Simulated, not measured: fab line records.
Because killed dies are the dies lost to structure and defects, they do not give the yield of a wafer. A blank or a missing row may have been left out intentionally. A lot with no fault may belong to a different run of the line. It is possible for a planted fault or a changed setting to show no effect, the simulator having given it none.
fab line records    flow sfqLine
record lots=15  wafers=43  lastDay=77
route steps=325 shown I4@164
lots that met no fault: from a run of the same line without faults
startH: the number of hours between the record's first day and the start of the first shown wafer of the lot    waitH: hours from the lot's prior step to this one    " identical to the entry in the row above    L1.1+2: one row covering several wafers at once    - no value present, or no start provided    * or withheld: withheld    < > ~ a bound
route shown NAME@n: NAME is a module with steps in the file, n the number in the route of the first one    usual: the fault-free wafers' mean and standard deviation    same: alike in all rows    chamber/n: place in a boat    sites: each site's reading    _std_site: how widely they spread, as a standard deviation    _edge_site: the outer-site mean with the inner-site mean subtracted    radiusMm: how far each site lies from the wafer's centre    mask NAME#n: copy n    behind: the most recent tool/chamber to have shaped the wafer    hold: cause of the lot's hold/its duration in hours/its outcome    device: transistor that didn't switch, given as n, p or np    end of line: tests of these same wafers at the route's end    a step given without rows: its recipe and nothing more    killed: count of dies lost to structure and defects at first sort (not the wafer's yield)    map: dies across one wafer; x = killed, . = not, _ = none there
set.NAME: the setting that was run; set.NAME@STEP: the one run at that earlier step    model.NAME: the simulator's own value behind a step, which no gauge read
one table for each step of the route and one row for each wafer, over a sample of lots
services: from which hour (startH, from the record's first day; less than 0 if before it) a tool's chamber was out of use, for how many hours, and why
## steps
# step SFQ_TRILAYER_I4_CMP_CMP_100
# recipe material=SiO2  downForcePsi=3  platenRpm=60  padVelocityMS=0.94248
# usual motorCurrentA=9.8/0.7  platenRpm=60.00/0.035  timeToEndpointS=217/9.5
lot.wafer  tool    chamber  startH  waitH  motorCurrentA  platenRpm  timeToEndpointS
L887.2     cmp-01  0        843.90  41.9   9.6            60.04      215
L887.4     "       3        845.40  43.4   9.2            60.08      222
L887.6     "       0        "       "      9.0            60.03      220
L888.3     cmp-01  2        847.90  44.8   9.7            60.02      232
L888.1     "       3        "       "      9.5            60.02      213
L888.6     "       0        "       "      9.7            60.08      233
L889.2     cmp-02  2        854.58  44.4   10.4           60.00      217
L889.1     "       0        855.58  45.4   9.5            60.00      223
L889.6     "       3        857.08  46.8   11.9           59.97      217
L890.1     cmp-02  3        864.08  45.5   11.7           59.99      210
L890.3     "       0        "       "      9.6            60.01      215
L890.5     "       2        865.58  47.0   9.7            60.00      231
L891.3     cmp-01  3        864.90  45.2   9.6            60.01      208
L891.2     "       1        865.90  46.2   9.3            60.02      213
L891.1     "       2        "       "      10.1           59.98      217
L892.3     cmp-01  0        874.90  48.2   9.7            60.02      223
L892.2     "       1        "       "      9.4            60.01      212
L892.5     "       3        876.40  49.6   9.0            60.01      214
L895.3     cmp-01  3        885.90  45.2   9.2            59.99      205
L895.1     "       1        886.90  46.2   9.7            59.97      204
L895.6     "       3        887.90  47.2   9.4            60.03      217
L896.3     cmp-02  0        894.58  46.6   10.1           60.01      201
L896.5     "       2        895.58  47.5   10.0           60.00      219
L896.6     "       3        "       "      11.5           59.94      211
L897.1     cmp-02  1        899.58  44.3   9.2            59.98      217
L897.2     "       0        901.08  45.8   10.1           60.03      269
L897.6     "       1        "       "      9.0            59.95      225
L900.1     cmp-02  1        922.58  45.7   8.9            60.05      202
L900.5     "       3        923.58  46.7   11.4           60.05      253
L903.2     cmp-02  3        941.08  51.0   11.8           59.95      249
L903.5     "       0        "       "      10.0           60.05      268
L905.2     cmp-01  2        957.90  49.8   9.9            60.00      216
L905.1     "       1        959.40  51.3   9.7            60.04      203
L905.5     "       2        "       "      9.5            59.98      230
L907.4     cmp-01  1        973.81  56.1   9.6            59.97      202
L907.1     "       2        "       "      9.6            60.01      216
L907.5     "       3        "       "      9.2            60.01      213
L908.4     cmp-01  2        976.81  55.5   9.4            59.98      231
L908.6     "       0        977.81  56.5   9.4            60.06      216
L908.5     "       1        "       "      10.2           60.04      214
L909.2     cmp-01  3        978.81  56.4   9.6            60.02      213
L909.5     "       3        980.81  58.3   9.3            59.97      224
L909.6     "       0        "       "      9.4            59.90      218
# step SFQ_TRILAYER_I4_METRO_MEASURE_101
# usual thkNm=200.1/1.4
lot.wafer  tool          chamber  startH  waitH  thkNm
L887.2     filmMetro-04  -        847.22  0.3    201.4
L887.4     "             -        "       "      200.3
L887.6     "             -        "       "      202.1
L888.1     filmMetro-02  -        850.02  0.1    200.6
L888.3     "             -        "       "      201.1
L888.6     "             -        "       "      201.7
L889.1     filmMetro-01  -        857.70  0.1    200.7
L889.2     "             -        "       "      202.2
L889.6     "             -        "       "      200.5
L890.1     filmMetro-04  -        866.70  0.1    200.9
L890.3     "             -        "       "      201.1
L890.5     "             -        "       "      202.6
L891.1     filmMetro-02  -        868.02  0.1    200.7
L891.2     "             -        "       "      198.7
L891.3     "             -        "       "      199.0
L892.2     filmMetro-02  -        877.22  0.3    197.6
L892.3     "             -        "       "      199.6
L892.5     "             -        "       "      198.8
L895.1     filmMetro-01  -        889.02  0.1    199.9
L895.3     "             -        "       "      199.4
L895.6     "             -        "       "      198.3
L896.3     filmMetro-02  -        897.10  0.5    199.5
L896.5     "             -        "       "      201.6
L896.6     "             -        "       "      199.9
L897.1     filmMetro-04  -        902.70  0.1    199.8
L897.2     "             -        "       "      150.5
L897.6     "             -        "       "      199.8
L900.1     filmMetro-02  -        924.70  0.1    199.8
L900.5     "             -        "       "      151.3
L903.2     filmMetro-01  -        942.90  0.3    151.0
L903.5     "             -        "       "      151.6
L905.1     filmMetro-01  -        961.02  0.1    199.2
L905.2     "             -        "       "      201.9
L905.5     "             -        "       "      203.2
L907.1     filmMetro-04  -        975.93  0.1    201.3
L907.4     "             -        "       "      198.0
L907.5     "             -        "       "      197.8
L908.4     filmMetro-02  -        979.53  0.6    201.3
L908.5     "             -        "       "      199.5
L908.6     "             -        "       "      199.6
L909.2     filmMetro-01  -        982.13  0.3    197.8
L909.5     "             -        "       "      197.9
L909.6     "             -        "       "      199.5
# step SFQ_TRILAYER_I4_VIA_ETCH_VIA_ETCH_106
# recipe target=SiO2  stopOn=Nb  maskMaterial=PR  taperDeg=20  chemistry=CHF3  targetDepthNm=260  sourceW=500  biasW=80  pressureMtorr=30  timeS=withheld
# usual chamberPressureMTorr=29.998/0.027  drypumpMotorCurrentA=5.8/0.34  oesProductAu=0.854/0.0054
lot.wafer  tool        chamber  startH   waitH  chamberPressureMTorr  drypumpMotorCurrentA  oesProductAu
L887.2     rieDiel-02  2        935.25   0.0    30.058                6.1                   0.860
L887.4     "           1        "        "      30.000                6.1                   0.853
L887.6     "           0        "        "      30.020                6.0                   0.864
L888.1     rieDiel-01  0        937.65   0.0    29.996                4.8                   0.856
L888.3     "           3        "        "      30.026                5.7                   0.855
L888.6     "           3        "        "      30.005                5.7                   0.855
L889.1     rieDiel-01  0        945.85   0.0    30.026                4.8                   0.856
L889.2     "           2        "        "      29.993                6.1                   0.867
L889.6     "           3        "        "      30.021                5.8                   0.843
L890.1     rieDiel-01  2        957.85   0.0    30.005                6.1                   0.854
L890.3     "           0        "        "      29.932                4.8                   0.861
L890.5     "           2        "        "      30.022                6.1                   0.853
L891.1     rieDiel-04  2        959.05   0.0    29.989                5.9                   0.855
L891.2     "           0        "        "      29.982                5.7                   0.854
L891.3     "           1        "        "      29.988                5.8                   0.853
L892.2     rieDiel-04  2        969.95   0.0    30.005                5.9                   0.848
L892.3     "           0        "        "      29.969                5.7                   0.844
L892.5     "           3        "        "      30.009                5.8                   0.851
L895.1     rieDiel-02  0        981.95   0.0    30.022                6.0                   0.854
L895.3     "           2        "        "      29.945                6.2                   0.849
L895.6     "           3        "        "      30.029                5.8                   0.849
L896.3     rieDiel-02  3        987.95   0.0    29.982                5.8                   0.846
L896.5     "           0        "        "      30.019                6.0                   0.862
L896.6     "           3        "        "      29.988                5.8                   0.857
L897.1     rieDiel-04  0        998.71   0.0    30.018                5.7                   0.853
L897.2     "           1        "        "      30.041                5.8                   0.735
L897.6     "           2        "        "      29.991                5.9                   0.857
L900.1     rieDiel-04  1        1042.62  0.0    29.977                5.8                   0.849
L900.5     "           2        "        "      29.981                5.9                   0.725
L903.2     rieDiel-02  0        1059.42  0.0    29.978                6.0                   0.741
L903.5     "           2        "        "      30.016                6.1                   0.742
L905.1     rieDiel-02  3        1077.42  0.0    29.979                5.8                   0.854
L905.2     "           0        "        "      29.984                6.0                   0.856
L905.5     "           1        "        "      30.008                6.1                   0.864
L907.1     rieDiel-02  0        1092.57  0.0    29.989                6.0                   0.862
L907.4     "           3        "        "      29.992                5.8                   0.849
L907.5     "           2        "        "      29.950                6.1                   0.858
L908.4     rieDiel-01  2        1094.97  0.0    29.992                6.1                   0.851
L908.5     "           1        "        "      29.996                5.8                   0.851
L908.6     "           2        "        "      30.000                6.1                   0.853
L909.2     rieDiel-01  2        1098.57  0.0    30.013                6.1                   0.853
L909.5     "           2        "        "      30.015                6.1                   0.850
L909.6     "           1        "        "      29.989                5.8                   0.853
## services
tool          chamber  startH   hours  kind
rieDiel-01    -        862.14   2.6    repair
rieDiel-02    3        870.64   3.0    repair
rieDiel-02    1        872.28   5.8    repair
rieDiel-02    -        879.16   2.0    repair
rieDiel-02    -        880.91   1.3    repair
filmMetro-02  -        889.06   1.0    pm
rieDiel-01    2        889.29   6.6    repair
cmp-02        -        891.70   0.2    repair
rieDiel-02    3        910.39   1.9    repair
rieDiel-02    -        914.09   0.8    repair
cmp-02        -        914.58   4.0    pm
filmMetro-02  -        921.51   1.6    pm
rieDiel-02    3        928.30   3.6    repair
rieDiel-02    -        929.99   2.8    pm
rieDiel-01    0        953.37   3.8    repair
cmp-01        -        963.90   5.9    pm
rieDiel-01    3        969.52   3.5    repair
cmp-02        -        998.35   1.8    repair
cmp-02        -        1002.78  2.2    repair
filmMetro-02  -        1017.63  1.6    repair
cmp-01        -        1039.48  3.4    repair
filmMetro-02  -        1057.32  1.5    pm
cmp-01        -        1090.85  4.0    pm
cmp-01        -        1097.74  2.0    repair
## key
firstSign step=SFQ_TRILAYER_I4_CMP_CMP_100  reading=timeToEndpointS  direction=up  sigmas=4.5  usual=*  struck=*
effect step=SFQ_TRILAYER_I4_METRO_MEASURE_101  reading=thkNm  direction=down  sigmas=34  usual=200.1  struck=151.1
effect step=SFQ_TRILAYER_I4_VIA_ETCH_VIA_ETCH_106  reading=oesProductAu  direction=down  sigmas=22  usual=0.854  struck=0.736
metAt SFQ_TRILAYER_I4_CMP_CMP_100
struckLots L897,L900,L903
struckWafers L897.2,L900.5,L903.2,L903.5
onsetBetween 894.58 899.58
fault kind=processParameterDrift  tool=cmp-02  chamber=-  onsetH=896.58  steps=SFQ_TRILAYER_I4_CMP_CMP_100  channel=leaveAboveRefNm  offset=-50  shape=step  endH=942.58  scope=struckWafersOnly  actsIn=theseRecipesOnly  stated=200
